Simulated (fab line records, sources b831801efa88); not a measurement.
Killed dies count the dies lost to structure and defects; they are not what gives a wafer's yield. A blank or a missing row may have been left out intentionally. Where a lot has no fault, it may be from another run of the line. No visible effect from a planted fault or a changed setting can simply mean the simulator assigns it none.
Which tool is to blame? ; flow gf180mcu ; 33 wafers from 11 lots sampled at 5 of the route's 602 steps

== WHAT EACH GAUGE READ, for each wafer ==
GF_V4_THK_MEAS_01.
lot;measured;on;V4_CVD_00_THK (nm)
L759;day 23 10:58;film-metro-04;615 617 601
L760;day 24 00:24;film-metro-03;597 617 594
L761;day 24 03:47;film-metro-01;596 608 607
L764;day 25 03:43;film-metro-03;600 605 589
L766;day 26 02:38;film-metro-04;602 606 608
L767;day 26 07:46;film-metro-01;604 605 607
L771;day 27 21:08;film-metro-03;618 608 597
L773;day 28 01:02;film-metro-01;599 612 605
L774;day 28 08:44;film-metro-01;618 620 607
L781;day 30 12:44;film-metro-04;613 596 611
L782;day 30 15:43;film-metro-01;589 612 609

GF_V4_RS_MEAS_24: uses a four-point probe to measure.
lot;measured;on;V4_W_RS (ohm/sq)
L759;day 24 10:31;film-metro-01;0.321 0.321 0.325
L760;day 24 23:28;film-metro-04;0.327 0.323 0.325
L761;day 25 03:07;film-metro-01;0.327 0.326 0.327
L764;day 26 02:23;film-metro-03;0.324 0.327 0.323
L766;day 27 01:15;film-metro-04;0.327 0.329 0.329
L767;day 27 06:22;film-metro-03;0.321 0.328 0.325
L771;day 28 17:53;film-metro-03;0.266 0.268 0.273
L773;day 28 22:45;film-metro-01;0.322 0.325 0.323
L774;day 29 05:27;film-metro-03;0.266 0.265 0.264
L781;day 31 07:32;film-metro-03;0.330 0.327 0.324
L782;day 31 10:42;film-metro-03;0.325 0.329 0.326

GF_V4_THK_MEAS_25: measures by xrf.
lot;measured;on;V4_W_THK (nm)
L759;day 24 10:38;film-metro-01;361 363 360
L760;day 24 23:34;film-metro-04;342 345 346
L761;day 25 03:14;film-metro-01;352 358 355
L764;day 26 02:31;film-metro-03;352 349 352
L766;day 27 01:22;film-metro-04;344 342 339
L767;day 27 06:29;film-metro-03;355 345 351
L771;day 28 17:58;film-metro-03;428 429 421
L773;day 28 22:52;film-metro-01;358 356 357
L774;day 29 05:34;film-metro-03;430 433 432
L781;day 31 07:40;film-metro-03;349 350 356
L782;day 31 10:49;film-metro-03;353 349 352

== WHICH TOOL RAN EACH LOT (tool, then ch and the chambers of the sampled wafers, then the start) ==
lot;GF_V4_CMP_04;GF_V4_CVD_23
L759;cmp-02 ch 1,2,3, day 23 11:14;cvd-w-01 ch 0, day 24 10:24
L760;cmp-02 ch 0,1,2, day 24 00:34;cvd-w-01 ch 0,1, day 24 23:20
L761;cmp-01 ch 1,2, day 24 04:01;cvd-w-01 ch 0,1, day 25 02:59
L764;cmp-01 ch 1,3, day 25 03:57;cvd-w-02 ch 0,1, day 26 02:16
L766;cmp-01 ch 2,3, day 26 02:50;cvd-w-02 ch 0,1, day 27 01:08
L767;cmp-02 ch 1,2,3, day 26 07:58;cvd-w-01 ch 0,1, day 27 06:15
L771;cmp-01 ch 0,1, day 27 21:18;cvd-w-01 ch 0,1, day 28 17:45
L773;cmp-01 ch 1,2,3, day 28 01:13;cvd-w-02 ch 0,1, day 28 22:38
L774;cmp-01 ch 2,3, day 28 08:58;cvd-w-01 ch 0,1, day 29 05:20
L781;cmp-01 ch 2,3, day 30 12:55;cvd-w-02 ch 0,1, day 31 07:26
L782;cmp-02 ch 0,1,2, day 30 15:54;cvd-w-02 ch 0,1, day 31 10:35
- GF_V4_CMP_04: polishes SiO2.
- GF_V4_CVD_23: deposits W, target thk 350 nm, time 104.9 s.

== AS READ BY THE TOOLS THEMSELVES (means over the sampled wafers that have a number; for cases with no such wafer, the mark the record gives instead) ==
GF_V4_CMP_04.
lot;tool;motor-current-A (A);time-to-endpoint-s (s)
L759;cmp-02;13.8;80
L760;cmp-02;14.0;83
L761;cmp-01;11.1;86
L764;cmp-01;10.9;75
L766;cmp-01;11.0;93
L767;cmp-02;13.5;79
L771;cmp-01;11.8;81
L773;cmp-01;10.7;79
L774;cmp-01;10.3;93
L781;cmp-01;10.3;85
L782;cmp-02;13.7;88

GF_V4_CVD_23.
lot;tool;chamber-pressure-Torr (Torr);heater-power-w (W)
L759;cvd-w-01;39.91;988
L760;cvd-w-01;40.01;893
L761;cvd-w-01;39.97;903
L764;cvd-w-02;40.08;838
L766;cvd-w-02;39.93;904
L767;cvd-w-01;40.04;884
L771;cvd-w-01;57.46;936
L773;cvd-w-02;39.90;835
L774;cvd-w-01;57.37;943
L781;cvd-w-02;39.95;883
L782;cvd-w-02;39.96;861

== THE ANSWER, worked out from the rows above alone ==
Rule: the lots themselves supply what counts as usual. The widest of any qualifying gaps counts: lots, ordered by their means at a reading, are off when they make up no more than a third of the lots, leave a main group of 4 or more, and stand apart from it by 3 or more times the standard deviation of that group's means. A main group is skipped when, at the precision printed for the reading in the tables above, its means are all equal. Also off: a lot with no number at a reading for which 4 or more lots have one. Any other lot the step has rows for is counted as sound. After the gauges, taken in route order, come the tools' own readings; for these a lot's mean is taken, as printed above. At the first step where some lot is off, the reading lying furthest off is the one used; lots without a number count as furthest.
Off: L771, L774, at GF_V4_RS_MEAS_24 (V4_W_RS). For the main group the mean is 0.325 ohm/sq and the standard deviation 0.0018.
A tool fits if, at a process step before that reading, it ran every lot that is off, and no sound lot after the first of them. The gauges at GF_V4_RS_MEAS_24 aren't tried: what is off there is off at GF_V4_CVD_23 too, on other tools, and a gauge's error can't cause that. One fits: GF_V4_CVD_23 on cvd-w-01. A fault onset in the window from L767 (day 27 06:15, its last sound lot) to L771 (day 28 17:45, its first lot off) fits.
The tool's own readings at GF_V4_CVD_23 bear it out: on the lots that are off they differ by more than 5 times the standard deviation of the sound lots' means. chamber-pressure-Torr reads 57.41 Torr there against 39.97 Torr on the sound lots.

== WHAT WAS PUT IN BY THE SIMULATOR ==
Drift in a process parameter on cvd-w-01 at GF_V4_CVD_23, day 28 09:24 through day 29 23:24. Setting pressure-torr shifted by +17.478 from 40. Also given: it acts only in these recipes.
Lots struck among those shown: L771, L774. The rule given above showed the same thing.
